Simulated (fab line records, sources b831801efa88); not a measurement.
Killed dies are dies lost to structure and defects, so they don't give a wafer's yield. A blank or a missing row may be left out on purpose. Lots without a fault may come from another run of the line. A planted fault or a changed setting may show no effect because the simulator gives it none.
fab line records | flow gf180mcu
record lots=12 wafers=36 last_day=34
route steps=602 shown MVSD@76 HV_LDD@197 CONTACT@312 V1@361
lots that met no fault: from a run of the same line without faults
start_h: hours from the record's first day to the start of the lot's first wafer shown | wait_h: hours since the lot's step before | " the same as in the row above | L1.1+2: a row that stands for several wafers | - no value, or no start given | * or withheld: withheld | < > ~ a bound
route shown NAME@n: a module of which the file shows steps, and the number in the route of the first | usual: mean/standard deviation of fault-free wafers | same: alike in all rows | chamber/n: place in a boat | sites: the reading at each site | _std_site: their standard deviation | _edge_site: outer sites' mean less inner sites' | radius_mm: how far each site lies from the wafer's centre | mask NAME#n: copy n | behind: the tool/chamber that last shaped the wafer | hold: why the lot was held/for how many hours/how that ended | device: the transistor (n, p or np) that didn't switch | end of line: the same wafers' tests at the end of the route | a step without rows: its recipe alone | killed: dies lost to structure and defects at the first sort, not the wafer's yield | map: a wafer's dies, x killed, . not, _ none there
set.NAME: the setting as run; set.NAME@STEP: as run at that earlier step | model.NAME: the simulator's own value behind a step, which no gauge read
steps of the route over a sample of lots; a table a step, a row a wafer
services: from which hour (start_h, from the record's first day; less than 0 if before it) a tool's chamber was out of use, for how many hours, and why
## steps
# step GF_MVSD_STRIP_10
# recipe chemistry=O2/N2 power_w=1400 pressure_mtorr=1500 platen_temp_c=250 o2_flow_sccm=3000 n2_flow_sccm=300 overash_fraction=0.5
# usual drypump_motor_current_A=5.7/0.31 heater_power_w=361/28 oes_product_au=0.723/0.0045 strip_time_to_endpoint_s=36.96/0.1
# columns lot.wafer tool chamber start_h wait_h drypump_motor_current_A heater_power_w oes_product_au rf_hours_counter_h strip_time_to_endpoint_s
L645.1 plasma_asher-01 1 96.05 0.1 6.1 411 0.715 40 36.99
L645.3 " 1 " " 6.1 410 0.723 - 37.12
L645.4 " 0 " " 5.6 344 0.718 - 36.88
L648.1 plasma_asher-03 0 110.79 0.1 5.9 360 0.726 30 36.94
L648.3 " 0 " " 5.9 362 0.727 - 36.95
L648.5 " 0 " " 5.9 351 0.729 - 36.83
L649.1 plasma_asher-03 1 117.17 0.1 5.3 366 0.722 32 37.03
L649.3 " 1 " " 5.2 368 0.732 - 37.12
L649.4 " 0 " " 5.9 357 0.720 - 37.02
L651.1 plasma_asher-01 1 128.89 0.1 6.1 392 0.723 1 36.91
L651.3 " 1 " " 6.1 391 0.722 - 36.95
L651.6 " 0 " " 5.6 320 0.722 - 36.89
L652.1 plasma_asher-04 1 133.35 0.1 5.4 338 0.723 49 36.97
L652.3 " 1 " " 5.5 335 0.716 - 36.95
L652.6 " 1 " " 5.4 337 0.721 - 36.87
L655.1 plasma_asher-03 0 153.96 0.1 5.9 361 0.726 36 37.03
L655.2 " 1 " " 5.2 368 0.714 36 36.92
L655.3 " 0 " " 5.9 359 0.722 - 37.03
L656.3 plasma_asher-01 0 156.15 0.1 5.6 329 0.720 - 36.98
L656.5 " 0 " " 5.6 329 0.720 - 36.94
L656.6 " 1 " " 6.1 416 0.726 - 37.00
L658.1 plasma_asher-01 0 170.41 0.1 5.6 326 0.724 5 36.92
L658.5 " 0 " " 5.6 330 0.721 - 36.90
L658.6 " 1 " " 6.1 395 0.723 - 37.00
L659.3 plasma_asher-03 1 177.38 0.1 5.2 374 0.720 - 36.83
L659.5 " 0 " " 5.9 362 0.720 - 36.73
L659.6 " 1 " " 5.2 369 0.728 - 36.81
L660.1 plasma_asher-03 0 183.64 0.1 5.9 353 0.725 39 36.96
L660.2 " 1 " " 5.3 361 0.728 39 36.98
L660.5 " 1 " " 5.3 381 0.717 - 37.03
L663.1 plasma_asher-03 1 199.30 0.1 5.3 369 0.726 40 37.10
L663.2 " 0 " " 5.9 353 0.717 40 37.07
L663.4 " 0 " " 5.9 357 0.727 - 36.95
L666.4 plasma_asher-01 0 217.83 0.1 5.6 327 0.718 - 36.88
L666.5 " 1 " " 6.1 408 0.717 - 36.72
L666.6 " 0 " " 5.6 325 0.718 - 36.89
# step GF_HV_LDD_IMPLANT_21
# recipe species=BF2 energy_kev=25 dose_cm2=5e+13 tilt_deg=7
# usual dose_ions_cm2=4.999e+13/5.3e+10 faraday_current_uA=281/5.6 tilt_deg=7.000/0.019
# same implant_ion_amu=49
# columns lot.wafer tool chamber start_h wait_h dose_ions_cm2 faraday_current_uA tilt_deg
L645.1 implanter-01 0 250.26 0.0 4.992e+13 289 6.977
L645.3 " 0 " " 4.987e+13 276 6.988
L645.4 " 0 " " 4.99e+13 273 6.939
L648.1 implanter-01 0 268.11 0.0 5e+13 280 7.018
L648.3 " 0 " " 5.001e+13 275 7.020
L648.5 " 0 " " 5e+13 269 7.009
L649.1 implanter-01 0 279.88 0.0 5.001e+13 282 7.004
L649.3 " 0 " " 4.994e+13 284 6.996
L649.4 " 0 " " 4.997e+13 277 7.008
L651.1 implanter-04 0 293.38 0.0 4.999e+13 289 6.991
L651.3 " 0 " " 5.003e+13 286 6.977
L651.6 " 0 " " 4.996e+13 271 6.986
L652.1 implanter-01 0 300.01 0.0 4.997e+13 282 6.970
L652.3 " 0 " " 5e+13 287 6.991
L652.6 " 0 " " 4.999e+13 286 6.988
L655.1 implanter-02 0 327.53 0.0 5.009e+13 283 7.021
L655.2 " 0 " " 5.007e+13 280 7.018
L655.3 " 0 " " 5.005e+13 278 7.030
L656.3 implanter-02 0 331.06 0.1 4.997e+13 274 7.046
L656.5 " 0 " " 5.004e+13 277 7.001
L656.6 " 0 " " 5.002e+13 295 7.021
L658.1 implanter-02 0 352.26 0.0 3.703e+13 208 7.005
L658.5 " 0 " " 3.696e+13 205 7.013
L658.6 " 0 " " 3.699e+13 211 7.004
L659.3 implanter-04 0 362.66 0.1 4.994e+13 285 6.999
L659.5 " 0 " " 5e+13 283 6.990
L659.6 " 0 " " 4.999e+13 277 6.994
L660.1 implanter-01 0 364.46 0.0 5.004e+13 274 6.979
L660.2 " 0 " " 5.001e+13 282 6.981
L660.5 " 0 " " 4.998e+13 285 6.984
L663.1 implanter-02 0 387.96 0.0 3.691e+13 207 7.035
L663.2 " 0 " " 3.685e+13 212 7.005
L663.4 " 0 " " 3.693e+13 210 7.011
L666.4 implanter-01 0 411.68 0.1 5.005e+13 286 6.971
L666.5 " 0 " " 5.008e+13 277 7.008
L666.6 " 0 " " 4.993e+13 283 7.012
# step GF_HV_LDD_TW_MEAS_23
# usual HV_LDD_2_TW=1048/9.5
# columns lot.wafer tool chamber start_h wait_h HV_LDD_2_TW
L645.1 film_metro-01 - 250.51 0.1 1054
L645.3 " - " " 1053
L645.4 " - " " 1055
L648.1 film_metro-03 - 268.36 0.1 1047
L648.3 " - " " 1043
L648.5 " - " " 1038
L649.1 film_metro-01 - 280.13 0.1 1052
L649.3 " - " " 1056
L649.4 " - " " 1048
L651.1 film_metro-02 - 293.63 0.1 1049
L651.3 " - " " 1060
L651.6 " - " " 1057
L652.1 film_metro-01 - 300.26 0.1 1046
L652.3 " - " " 1041
L652.6 " - " " 1041
L655.1 film_metro-02 - 327.78 0.1 1054
L655.2 " - " " 1060
L655.3 " - " " 1059
L656.3 film_metro-02 - 331.28 0.1 1064
L656.5 " - " " 1057
L656.6 " - " " 1058
L658.1 film_metro-03 - 352.51 0.1 945
L658.5 " - " " 941
L658.6 " - " " 942
L659.3 film_metro-02 - 362.88 0.1 1055
L659.5 " - " " 1054
L659.6 " - " " 1057
L660.1 film_metro-02 - 364.71 0.1 1051
L660.2 " - " " 1057
L660.5 " - " " 1055
L663.1 film_metro-02 - 388.21 0.1 959
L663.2 " - " " 952
L663.4 " - " " 963
L666.4 film_metro-03 - 411.88 0.1 1041
L666.5 " - " " 1045
L666.6 " - " " 1038
# step GF_CONTACT_RS_MEAS_25
# recipe thk_meas_gauge=four-point-probe reads=W_of_CONTACT_CVD_24+TiN_of_CONTACT_SPUTTER_23+Ti_of_CONTACT_SPUTTER_22
# usual CONTACT_W_RS=0.382/0.004
# columns lot.wafer tool chamber start_h wait_h CONTACT_W_RS[ohm/sq]
L645.1 film_metro-03 - 383.02 0.1 0.386
L645.3 " - " " 0.384
L645.4 " - " " 0.382
L648.1 film_metro-03 - 403.53 0.1 0.388
L648.3 " - " " 0.389
L648.5 " - " " 0.387
L649.1 film_metro-03 - 418.37 0.1 0.380
L649.3 " - " " 0.379
L649.4 " - " " 0.379
L651.1 film_metro-03 - 435.65 0.1 0.381
L651.3 " - " " 0.382
L651.6 " - " " 0.383
L652.1 film_metro-02 - 440.87 0.1 0.380
L652.3 " - " " 0.373
L652.6 " - " " 0.377
L655.1 film_metro-01 - 479.02 0.1 0.384
L655.2 " - " " 0.381
L655.3 " - " " 0.378
L656.3 film_metro-03 - 480.59 0.1 0.382
L656.5 " - " " 0.383
L656.6 " - " " 0.380
L658.1 film_metro-01 - 504.24 0.1 0.390
L658.5 " - " " 0.388
L658.6 " - " " 0.383
L659.3 film_metro-02 - 511.26 0.2 0.377
L659.5 " - " " 0.381
L659.6 " - " " 0.386
L660.1 film_metro-01 - 513.17 0.1 0.388
L660.2 " - " " 0.382
L660.5 " - " " 0.381
L663.1 film_metro-01 - 536.67 0.2 0.379
L663.2 " - " " 0.381
L663.4 " - " " 0.381
L666.4 film_metro-01 - 560.93 0.1 0.385
L666.5 " - " " 0.388
L666.6 " - " " 0.385
# step GF_V1_CMP_26
# recipe stop_on=SiO2 down_force_psi=3.5 platen_rpm=60 t_overpolish_s=15 target_thk_nm=0 pad_velocity_m_s=0.94248
# usual motor_current_A=11.2/1.5 overpolish_run_s=15.000/0.0094 time_to_endpoint_s=83/4.1
# columns lot.wafer tool chamber start_h wait_h motor_current_A overpolish_run_s time_to_endpoint_s
L645.4 cmp-01 2 434.24 0.1 11.9 15.010 83
L645.1 " 3 " " 10.0 14.991 81
L645.3 " 0 " " 11.6 14.993 83
L648.1 cmp-01 0 454.73 0.1 11.9 14.992 84
L648.3 " 2 " " 11.5 15.009 86
L648.5 " 0 " " 11.9 14.994 86
L649.3 cmp-02 3 469.02 0.0 10.1 15.002 88
L649.4 " 0 " " 13.6 15.013 83
L649.1 " 1 " " 8.5 15.002 86
L651.1 cmp-01 1 485.96 0.1 12.7 14.997 85
L651.3 " 0 " " 12.1 14.997 90
L651.6 " 1 " " 12.2 14.999 85
L652.3 cmp-01 0 489.91 0.0 12.0 14.992 86
L652.1 " 3 " " 9.0 14.996 85
L652.6 " 1 " " 12.0 14.980 87
L655.1 cmp-01 3 528.34 0.1 9.7 15.016 81
L655.3 " 0 " " 12.4 15.000 85
L655.2 " 1 " " 12.4 14.991 79
L656.3 cmp-02 2 531.94 0.1 10.9 15.007 82
L656.6 " 1 " " 8.3 15.021 82
L656.5 " 2 " " 10.9 14.995 83
L658.1 cmp-01 2 554.22 0.1 11.8 15.018 83
L658.6 " 1 " " 12.4 15.006 74
L658.5 " 2 " " 10.6 15.006 81
L659.3 cmp-01 2 560.37 0.1 11.4 14.981 80
L659.5 " 1 " " 12.4 15.008 74
L659.6 " 2 " " 11.4 15.000 80
L660.2 cmp-01 2 562.32 0.0 10.9 15.005 89
L660.1 " 3 " " 9.9 14.986 80
L660.5 " 2 " " 11.2 14.995 84
L663.4 cmp-02 3 584.72 0.0 9.8 14.998 89
L663.1 " 0 " " 13.1 15.013 90
L663.2 " 2 " " 11.3 14.995 82
L666.4 cmp-01 1 606.67 0.0 12.9 15.009 78
L666.5 " 1 " " 12.7 15.005 79
L666.6 " 2 " " 11.9 15.007 84
## services
# columns tool chamber start_h hours kind
plasma_asher-03 - 86.99 2.8 pm
cmp-01 - 101.74 0.5 repair
plasma_asher-01 - 108.75 9.0 pm
plasma_asher-01 - 113.00 1.5 repair
implanter-01 - 118.82 2.9 repair
plasma_asher-01 - 138.61 2.8 pm
cmp-01 - 159.48 3.5 pm
implanter-01 - 202.55 0.6 repair
cmp-01 - 232.00 4.0 pm
cmp-01 - 247.49 0.4 repair
implanter-01 - 250.84 0.6 repair
plasma_asher-03 - 258.04 23.3 repair
plasma_asher-03 - 281.30 15.6 pm
cmp-01 - 333.68 0.5 repair
cmp-01 - 340.00 0.9 repair
implanter-01 - 355.82 1.2 repair
cmp-01 - 367.73 6.5 repair
implanter-01 - 398.49 2.1 pm
cmp-01 - 426.56 0.2 repair
implanter-01 - 444.26 6.0 pm
cmp-01 - 528.64 4.6 pm
implanter-01 - 528.72 5.6 pm
cmp-01 - 571.26 1.3 repair
cmp-01 - 572.59 4.0 pm
## key
first_sign step=GF_HV_LDD_IMPLANT_21 reading=dose_ions_cm2 direction=down sigmas=99+ usual=4.999e+13 struck=3.695e+13
effect step=GF_HV_LDD_IMPLANT_21 reading=faraday_current_uA direction=down sigmas=13 usual=281 struck=209
effect step=GF_HV_LDD_TW_MEAS_23 reading=HV_LDD_2_TW direction=down sigmas=10 usual=1048 struck=951
met_at GF_HV_LDD_IMPLANT_21
struck_lots L658,L663
tester_left_out L658,L663
not_acting_at GF_MVSD_STRIP_10,GF_CONTACT_RS_MEAS_25,GF_V1_CMP_26
onset_between 331.06 352.26
fault kind=process_parameter_drift tool=implanter-02 chamber=- onset_h=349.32 steps=GF_HV_LDD_IMPLANT_21 channel=dose_cm2 offset=-1.3013e+13 shape=step end_h=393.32 acts_in=these_recipes_only stated=5e+13
# tester_left_out: of these lots the tester's yield and bins aren't shown, on N5 and GAA mostly nor the transistor test; their killed dies are dies lost to structure and defects alone, not to doping, threshold or leakage, so they don't give the yield
